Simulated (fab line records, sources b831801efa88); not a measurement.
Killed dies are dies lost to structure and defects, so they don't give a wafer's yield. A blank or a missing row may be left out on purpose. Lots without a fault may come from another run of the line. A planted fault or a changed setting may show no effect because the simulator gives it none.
Which tool did it? | flow sky130 | 14 lots, 42 wafers sampled, at 2 steps of a route of 708

WHAT THE GAUGES READ, wafer by wafer
The record holds no reading of a measuring or inspecting step that can be judged against a usual standard deviation.

WHICH TOOL RAN EACH LOT (tool, then ch and the chambers of the sampled wafers, then the start)
lot  | SKY_CAPM_STRIP_14                    | SKY_PAD_OPEN_PROBE_99
L719 | plasma_asher-02 ch 0,1, day 37 00:59 | -
L720 | plasma_asher-03 ch 0, day 37 15:46   | -
L722 | plasma_asher-01 ch 0,1, day 38 09:23 | -
L723 | plasma_asher-03 ch 0,1, day 38 21:27 | -
L724 | plasma_asher-01 ch 0,1, day 39 01:59 | -
L725 | plasma_asher-02 ch 0,1, day 39 14:18 | -
L727 | plasma_asher-01 ch 1, day 40 03:52   | -
L728 | plasma_asher-01 ch 0,1, day 40 06:06 | -
L729 | plasma_asher-01 ch 0,1, day 40 11:37 | -
L733 | plasma_asher-01 ch 0,1, day 41 20:57 | prober-01, day 49 07:07
L739 | plasma_asher-03 ch 0,1, day 43 18:13 | -
L740 | plasma_asher-02 ch 0,1, day 43 18:44 | -
L741 | plasma_asher-02 ch 0,1, day 43 21:11 | -
L742 | plasma_asher-03 ch 0,1, day 44 02:53 | -
- SKY_CAPM_STRIP_14: strips in O2/N2.
- SKY_PAD_OPEN_PROBE_99

WHAT THE TOOLS THEMSELVES READ (means of the sampled wafers that have a number; where no wafer has one, the mark that the record gives instead)
SKY_CAPM_STRIP_14.
lot  | tool            | drypump_motor_current_A (A) | n2_flow_sccm (sccm) | oes_product_au (a.u.) | strip_time_to_endpoint_s (s)
L719 | plasma_asher-02 | 5.5                         | 301.4               | 0.714                 | 12.69
L720 | plasma_asher-03 | 5.7                         | 300.3               | 0.711                 | 12.65
L722 | plasma_asher-01 | 6.0                         | 299.6               | 0.710                 | 12.66
L723 | plasma_asher-03 | 5.8                         | 300.2               | 0.712                 | 12.66
L724 | plasma_asher-01 | 6.1                         | 298.9               | 0.709                 | 12.64
L725 | plasma_asher-02 | 5.9                         | 299.5               | 0.707                 | 12.70
L727 | plasma_asher-01 | 6.0                         | 300.1               | 0.710                 | 12.64
L728 | plasma_asher-01 | 6.0                         | 300.5               | 0.712                 | 12.64
L729 | plasma_asher-01 | 6.0                         | 361.0               | 0.714                 | 12.66
L733 | plasma_asher-01 | 6.0                         | 360.0               | 0.711                 | 12.69
L739 | plasma_asher-03 | 5.8                         | 300.5               | 0.711                 | 12.66
L740 | plasma_asher-02 | 5.9                         | 300.4               | 0.706                 | 12.69
L741 | plasma_asher-02 | 5.9                         | 299.1               | 0.709                 | 12.63
L742 | plasma_asher-03 | 5.8                         | 300.7               | 0.709                 | 12.57

SKY_PAD_OPEN_PROBE_99.
lot  | tool      | defect_limited_yield (%) | killed_at_M0_to_M3 | killed_at_M4_up | killed_at_contacts | killed_at_front_end | killed_at_other | killed_dies | killed_open | killed_short | sort_bin_3_pad_short (%) | sort_bin_5_function (%) | sort_bin_6_memory (%) | sort_n_pass | sort_yield_pct (%)
L733 | prober-01 | 84.0                     | 39                 | 4.0             | 18                 | 17                  | 1.0             | 79          | 37          | 41           | 0.8                      | 9.1                     | 6.1                   | 413         | 84.0

THE ANSWER, worked out from the rows above alone
Rule: what is usual is taken from the lots themselves. Put in order of their means at a reading, lots are off if they are a third of the lots or fewer, leave a main group of 4 or more, and stand apart from it by a gap of 3 or more times the standard deviation of the main group's means; of several such gaps the widest counts. A main group whose means are all the same, to the digits that the tables above print for the reading, isn't used. A lot without any number at a reading at which 4 lots or more have one is off too. The other lots that the step has rows for count as sound. The gauges are gone through in route order, then the tools' own readings, and for those a lot's mean is taken as printed above. The first step at which some lot is off is used, and at that step the reading that is off furthest; a lot without a number counts as furthest.
Off: L729, L733, at SKY_CAPM_STRIP_14 (n2_flow_sccm). The main group: mean 300.1 sccm, standard deviation 0.68.
A tool fits if, at that step or a process step before it, it ran every lot that is off, and no sound lot after the first of them. One fits: plasma_asher-01 at SKY_CAPM_STRIP_14. Its last sound lot is L728 (day 40 06:06), its first lot that is off L729 (day 40 11:37): a fault that began between those two fits.
The tool's own readings at SKY_CAPM_STRIP_14 bear it out: on the lots that are off they differ by more than 5 times the standard deviation of the sound lots' means. n2_flow_sccm reads 360.5 sccm there against 300.1 sccm on the sound lots.

WHAT THE SIMULATOR HAD PUT IN
Process parameter drift: plasma_asher-01, from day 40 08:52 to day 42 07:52, at SKY_CAPM_STRIP_14. Setting n2_flow_sccm, moved by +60, from 300. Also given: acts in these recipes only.
Lots struck among those shown: L729, L733. The rule above found the same.
